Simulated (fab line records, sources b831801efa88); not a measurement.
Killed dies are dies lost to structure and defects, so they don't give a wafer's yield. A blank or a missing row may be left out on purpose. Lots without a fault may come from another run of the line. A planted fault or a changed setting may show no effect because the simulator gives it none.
Which tool did it? | flow sky130 | 7 lots, 21 wafers sampled, at 2 steps of a route of 708

WHAT THE GAUGES READ, wafer by wafer
SKY_SONOS_TUNNEL_CD_MEAS_07: target cd 410 nm.
lot  | measured     | on        | cd_nm (nm)
L524 | day 12 18:58 | cd_sem-01 | 415.1 413.6 414.2
L526 | day 13 03:40 | cd_sem-01 | 413.3 413.3 411.8
L528 | day 14 02:17 | cd_sem-01 | 317.9 316.5 319.7
L533 | day 17 09:21 | cd_sem-02 | 409.4 405.8 406.4
L538 | day 17 22:12 | cd_sem-01 | 409.6 409.5 409.9
L540 | day 18 07:21 | cd_sem-01 | 412.9 410.5 408.1
L542 | day 19 03:08 | cd_sem-02 | 407.4 407.8 408.3

WHICH TOOL RAN EACH LOT (tool, then ch and the chambers of the sampled wafers, then the start)
lot  | SKY_SONOS_TUNNEL_DEVELOP_06
L524 | litho_track-03 ch 0, day 12 18:49
L526 | litho_track-02 ch 0, day 13 03:31
L528 | litho_track-02 ch 0, day 14 02:02
L533 | litho_track-01 ch 0, day 17 09:12
L538 | litho_track-01 ch 0, day 17 22:03
L540 | litho_track-01 ch 0, day 18 07:12
L542 | litho_track-03 ch 0, day 19 03:01
- SKY_SONOS_TUNNEL_DEVELOP_06: develop time 60 s.

THE ANSWER, worked out from the rows above alone
Rule: what is usual is taken from the lots themselves. Put in order of their means at a reading, lots are off if they are a third of the lots or fewer, leave a main group of 4 or more, and stand apart from it by a gap of 3 or more times the standard deviation of the main group's means; of several such gaps the widest counts. A main group whose means are all the same, to the digits that the tables above print for the reading, isn't used. A lot without any number at a reading at which 4 lots or more have one is off too. The other lots that the step has rows for count as sound.
Off: L528, at SKY_SONOS_TUNNEL_CD_MEAS_07 (cd_nm). The main group: mean 410.4 nm, standard deviation 2.5.
A tool fits if, at a process step before that reading, it ran every lot that is off, and no sound lot after the first of them. The gauges at SKY_SONOS_TUNNEL_CD_MEAS_07 are tried like those tools. One fits: litho_track-02 at SKY_SONOS_TUNNEL_DEVELOP_06. Its last sound lot is L526 (day 13 03:31), its first lot that is off L528 (day 14 02:02): a fault that began between those two fits.

WHAT THE SIMULATOR HAD PUT IN
Process parameter drift: litho_track-02, from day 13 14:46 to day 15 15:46, at SKY_SONOS_TUNNEL_DEVELOP_06. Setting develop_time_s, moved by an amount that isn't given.
Lots struck among those shown: L528. The rule above found the same.
